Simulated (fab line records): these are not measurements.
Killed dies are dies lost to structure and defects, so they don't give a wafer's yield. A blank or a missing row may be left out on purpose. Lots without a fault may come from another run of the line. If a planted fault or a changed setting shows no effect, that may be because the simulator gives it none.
Which tool is to blame? | flow gf180mcu | 13 lots with 39 wafers sampled at 5 steps, on a route of 602 steps

== WHAT THE GAUGES SHOWED, per wafer ==
GF_VT_IMPLANT_RS_MEAS_48: uses a four-point probe to measure.
lot  | measured     | on            | LVPWELL_RS (ohm/sq)
L569 | day 7 19:15  | film-metro-02 | 1195 1196 1196
L572 | day 8 17:23  | film-metro-01 | 1201 1200 1198
L575 | day 9 12:01  | film-metro-02 | 1201 1199 1199
L576 | day 9 19:30  | film-metro-02 | 1196 1194 1197
L577 | day 10 00:37 | film-metro-03 | 1200 1202 1199
L578 | day 10 12:13 | film-metro-02 | 1198 1192 1198
L579 | day 10 14:57 | film-metro-01 | 1202 1199 1203
L580 | day 11 01:57 | film-metro-03 | 1194 1194 1193
L584 | day 12 04:38 | film-metro-02 | 1190 1195 1194
L585 | day 12 09:05 | film-metro-02 | 1198 1204 1198
L587 | day 12 23:56 | film-metro-03 | 1250 1249 1250
L589 | day 13 10:29 | film-metro-03 | 1242 1242 1244
L591 | day 14 01:36 | film-metro-02 | 1192 1194 1194

GF_M2_CD_MEAS_14: the cd target is 280 nm.
lot  | measured     | on        | cd-nm (nm)
L569 | day 19 09:18 | cd-sem-01 | 278.5 278.8 278.1
L572 | day 20 22:33 | cd-sem-01 | 279.0 279.0 279.2
L575 | day 22 00:59 | cd-sem-01 | 281.3 281.6 280.8
L576 | day 22 06:11 | cd-sem-01 | 279.5 278.8 279.2
L577 | day 22 09:28 | cd-sem-01 | 278.9 279.3 278.6
L578 | day 23 03:02 | cd-sem-01 | 278.2 277.7 278.5
L579 | day 23 08:09 | cd-sem-02 | 281.1 280.4 281.3
L580 | day 23 22:43 | cd-sem-02 | 280.9 280.8 280.4
L584 | day 25 07:01 | cd-sem-01 | 280.9 280.0 280.7
L585 | day 25 08:37 | cd-sem-01 | 280.4 280.9 281.4
L587 | day 26 03:34 | cd-sem-01 | 279.2 278.2 280.0
L589 | day 26 10:19 | cd-sem-02 | 278.7 280.7 280.7
L591 | day 27 03:40 | cd-sem-02 | 280.5 279.2 279.8

== TOOL THAT RAN EACH LOT (tool first, then ch and the chambers of the sampled wafers, then the start) ==
lot  | GF_LVPWELL_IMPLANT_09          | GF_M1_SPUTTER_04             | GF_V1_CVD_23
L569 | implanter-04 ch 0, day 4 01:38 | pvd-sputter-01, day 16 08:37 | cvd-w-01 ch 0,1, day 18 09:04
L572 | implanter-02 ch 0, day 4 19:05 | pvd-sputter-01, day 17 15:29 | cvd-w-01 ch 0,1, day 19 16:04
L575 | implanter-01 ch 0, day 5 11:20 | pvd-sputter-02, day 18 19:08 | cvd-w-02 ch 0,1, day 21 00:16
L576 | implanter-04 ch 0, day 5 17:24 | pvd-sputter-01, day 19 04:19 | cvd-w-02 ch 0,1, day 21 05:40
L577 | implanter-04 ch 0, day 5 22:17 | pvd-sputter-02, day 19 09:32 | cvd-w-02 ch 0,1, day 21 09:37
L578 | implanter-02 ch 0, day 6 06:52 | pvd-sputter-03, day 19 23:18 | cvd-w-02 ch 0,1, day 22 02:35
L579 | implanter-02 ch 0, day 6 10:33 | pvd-sputter-03, day 20 06:20 | cvd-w-02 ch 0,1, day 22 07:56
L580 | implanter-01 ch 0, day 6 17:24 | pvd-sputter-01, day 20 23:41 | cvd-w-02 ch 0,1, day 23 00:03
L584 | implanter-01 ch 0, day 7 16:18 | pvd-sputter-03, day 22 07:53 | cvd-w-02 ch 0,1, day 24 08:04
L585 | implanter-01 ch 0, day 7 22:20 | pvd-sputter-02, day 22 09:50 | cvd-w-02 ch 0,1, day 24 10:01
L587 | implanter-04 ch 0, day 8 09:36 | pvd-sputter-01, day 23 06:29 | cvd-w-01 ch 0,1, day 25 05:28
L589 | implanter-04 ch 0, day 8 19:12 | pvd-sputter-03, day 23 14:03 | cvd-w-01 ch 1, day 25 12:19
L591 | implanter-01 ch 0, day 9 07:56 | pvd-sputter-01, day 24 09:32 | cvd-w-01 ch 0,1, day 26 06:25
- GF_LVPWELL_IMPLANT_09
- GF_M1_SPUTTER_04: material TiN, target thk 50 nm, time 43.25 s.
- GF_V1_CVD_23: deposits W, target thk 350 nm, time 105.05 s.

== AS READ BY THE TOOLS THEMSELVES (means over the sampled wafers that have a number; for cases with no such wafer, the mark the record gives instead) ==
GF_LVPWELL_IMPLANT_09.
lot  | tool         | beam-on-s (s) | dose-ions-cm2 | faraday-current-uA
L569 | implanter-04 | 10.05         | 5e+12         | 28.0
L572 | implanter-02 | 10.10         | 5e+12         | 27.9
L575 | implanter-01 | 9.98          | 5e+12         | 28.2
L576 | implanter-04 | 10.18         | 5e+12         | 27.7
L577 | implanter-04 | 10.03         | 5e+12         | 28.1
L578 | implanter-02 | 10.01         | 5e+12         | 28.1
L579 | implanter-02 | 10.03         | 5e+12         | 28.2
L580 | implanter-01 | 9.98          | 5e+12         | 28.3
L584 | implanter-01 | 9.94          | 5e+12         | 28.4
L585 | implanter-01 | 9.97          | 5e+12         | 28.3
L587 | implanter-04 | 9.83          | 4e+12         | 22.9
L589 | implanter-04 | 9.99          | 4e+12         | 22.5
L591 | implanter-01 | 10.00         | 5e+12         | 28.2

GF_M1_SPUTTER_04.
lot  | tool           | throttle-valve-pct (%)
L569 | pvd-sputter-01 | 30.5
L572 | pvd-sputter-01 | 30.6
L575 | pvd-sputter-02 | 30.7
L576 | pvd-sputter-01 | 30.2
L577 | pvd-sputter-02 | 30.2
L578 | pvd-sputter-03 | 30.5
L579 | pvd-sputter-03 | 30.3
L580 | pvd-sputter-01 | 30.4
L584 | pvd-sputter-03 | 29.8
L585 | pvd-sputter-02 | 30.3
L587 | pvd-sputter-01 | 30.4
L589 | pvd-sputter-03 | 30.6
L591 | pvd-sputter-01 | 30.3

GF_V1_CVD_23.
lot  | tool     | heater-power-w (W)
L569 | cvd-w-01 | 908
L572 | cvd-w-01 | 900
L575 | cvd-w-02 | 913
L576 | cvd-w-02 | 917
L577 | cvd-w-02 | 908
L578 | cvd-w-02 | 917
L579 | cvd-w-02 | 909
L580 | cvd-w-02 | 952
L584 | cvd-w-02 | 947
L585 | cvd-w-02 | 944
L587 | cvd-w-01 | 853
L589 | cvd-w-01 | 790
L591 | cvd-w-01 | 828

== THE ANSWER, worked out from the rows above alone ==
Rule: the lots themselves supply what counts as usual. Put in order of their means at a reading, lots are off if they are a third of the lots or fewer, leave a main group of 4 or more, and stand apart from it by a gap of 3 or more times the standard deviation of the main group's means; of several such gaps the widest counts. A main group whose means are all the same, to the digits that the tables above print for the reading, isn't used. A lot without any number at a reading at which 4 lots or more have one is off too. The other lots that the step has rows for count as sound. Order of review: gauges by route order, followed by the tools' own readings, for which a lot's mean as printed above is used. At the first step where some lot is off, the reading lying furthest off is the one used; lots without a number count as furthest.
Off: L587, L589, at GF_VT_IMPLANT_RS_MEAS_48 (LVPWELL_RS). Main group: mean 1197 ohm/sq, sd 3.
A tool fits if, at a process step before that reading, it ran every lot that is off, and no sound lot after the first of them. The gauges at GF_VT_IMPLANT_RS_MEAS_48 aren't tried: what is off there is off at GF_LVPWELL_IMPLANT_09 too, on other tools, and a gauge's error can't cause that. One fits: implanter-04 at GF_LVPWELL_IMPLANT_09. Its last sound lot is L577 (day 5 22:17), its first lot that is off L587 (day 8 09:36): a fault that began between those two fits.
The tool's own readings at GF_LVPWELL_IMPLANT_09 bear it out: on the lots that are off they differ by more than 5 times the standard deviation of the sound lots' means. dose-ions-cm2 reads 4e+12 there against 5e+12 on the sound lots; faraday-current-uA reads 22.7 there against 28.1 on the sound lots.

== WHAT THE SIMULATOR HAD INSERTED ==
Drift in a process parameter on implanter-04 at GF_LVPWELL_IMPLANT_09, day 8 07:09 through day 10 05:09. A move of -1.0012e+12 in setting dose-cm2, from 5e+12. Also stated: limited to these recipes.
Struck lots among those shown: L587, L589. The rule given above showed the same thing.
